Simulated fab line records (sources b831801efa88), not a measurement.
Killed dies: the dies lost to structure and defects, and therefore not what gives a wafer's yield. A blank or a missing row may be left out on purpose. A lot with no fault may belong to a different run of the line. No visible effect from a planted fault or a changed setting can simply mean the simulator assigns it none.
Comparing a struck lot with a sound one ; flow sky130 ; 15 out of 708 route steps
Sound: these wafers, L510.1, L510.3, L510.4. Struck: wafer L523.3 (left out: L523.1, L523.2 of the same lot, which were not struck); the cause appears at the end.
For every step that has rows: the tool of each side, followed by ch and its chambers, followed by its first start. Under that, the readings that differ: sound wafers ; struck wafers ; difference of the means ; sigmas: that difference in standard deviations of wafers without a fault.
alike: words and numbers the same on both sides, and readings whose means are apart by under 2 such deviations; not compared: readings that were withheld, readings missing a value for some wafer, numbers with overlapping values and no deviation given by the record, and bounds like >300 which may hide the same value.
A row with sigmas, a row that says differs or no value, or rows on one side alone: a step with any of these is where the two part. Numbers that don't overlap but have no deviation are shown without sigmas and don't part them. A reading missing from all wafers of one side parts the sides only when that side holds two or more wafers.

SKY_FIELD_ISO_ETCH_15: etches the open film in CHF3/O2, stops on Si, target depth 180 nm, time 72 s.
  sound on rieDiel-02 ch 0,2,3, day 3 06:53; struck on rieDiel-02 ch 3, day 6 03:40
reading;sound;struck;difference;sigmas
rfHoursCounterH (h);91 6 20;92;+53;
  alike: chf3FlowSccm, drypumpMotorCurrentA, oesProductAu, throttleValvePct
SKY_FIELD_ISO_STRIP_16: strips in O2/N2.
  sound on plasmaAsher-02 ch 0,1, day 3 06:56; struck on plasmaAsher-02 ch 1, day 6 03:44
  alike: drypumpMotorCurrentA, oesProductAu, stripTimeToEndpointS
  not compared: rfHoursCounterH
SKY_FIELD_ISO_ETCH_17: etches Si in HBr/Cl2/O2, target depth 342 nm, time 97.7 s.
  sound on rieSi-01 ch 0,1,2, day 3 07:02; struck on rieSi-02 ch 3, day 6 03:50
reading;sound;struck;difference;sigmas
rfHoursCounterH (h);47 12 45;0;-35;
  alike: drypumpMotorCurrentA, heBacksideLeakSccm, oesProductAu, throttleValvePct
then, 5 steps without rows for these wafers: SKY_FIELD_ISO_WET_ETCH_18 (etches Si3N4 in H3PO4, target depth 25 nm, time 286 s); SKY_FIELD_ISO_CLEAN_19 (cleans in SC1/SC2, time 150 s); SKY_FIELD_ISO_CLEAN_20 (cleans in dHF, time 20 s); SKY_FIELD_ISO_WET_ETCH_21 (etches SiO2 in dHF, target depth 20 nm, time 400 s); SKY_FIELD_ISO_OXIDATION_22 (stabilise 600 s, purge 300 s, target thk 10 nm).
SKY_FIELD_ISO_THK_MEAS_23:
  sound: filmMetro-04 at day 3 10:45; struck: filmMetro-04 at day 6 05:20
  alike: FIELD_ISO_OXIDATION_01_THK
then, 1 step without rows for these wafers: SKY_FIELD_ISO_CVD_24 (deposits SiO2, target thk 595 nm, time 99.2 s).
SKY_FIELD_ISO_THK_MEAS_25:
  sound: filmMetro-02 at day 3 10:53; struck: filmMetro-02 at day 6 05:28
  alike: FIELD_ISO_CVD_24_THK
then, 1 step without rows for these wafers: SKY_FIELD_ISO_ANNEAL_26 (time 1800 s).
SKY_FIELD_ISO_CMP_27: polishes, stops on Si3N4, t overpolish 16 s, target thk 457.8 nm.
  sound on cmp-01 ch 0,1,2, day 3 13:40; struck on cmp-01 ch 2, day 6 07:02
reading;sound;struck;difference;sigmas
timeToEndpointS (s);121 119 121;236;+116;+33
  alike: motorCurrentA, overpolishRunS
then, 1 step without rows for these wafers: SKY_FIELD_ISO_WET_ETCH_28 (etches SiO2 in dHF, target depth 23.7 nm, time 47.95 s).
-- record jumps: 45 days separate the struck wafers' starts on either side; left off in module FIELD_ISO, taken up again in module PAD_OPEN, whose first shown step is the route's number 708 --
SKY_PAD_OPEN_PROBE_99:
  sound: prober-02 at day 48 06:32; struck: prober-01 at day 50 23:04
  alike: killed_at_M0_to_M3, killed_at_M4_up, killedAtContacts, killedAtFrontEnd, killedAtOther, killedDies, killedOpen, killedShort

## WHERE THEY PART
At SKY_FIELD_ISO_CMP_27 and nowhere else, as far as this record goes. Later steps at which nothing parts them and some readings are alike: SKY_PAD_OPEN_PROBE_99.

WHY: what had been put in by the simulator
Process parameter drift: cmp-01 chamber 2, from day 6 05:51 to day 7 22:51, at SKY_FIELD_ISO_CMP_27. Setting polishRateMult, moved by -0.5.
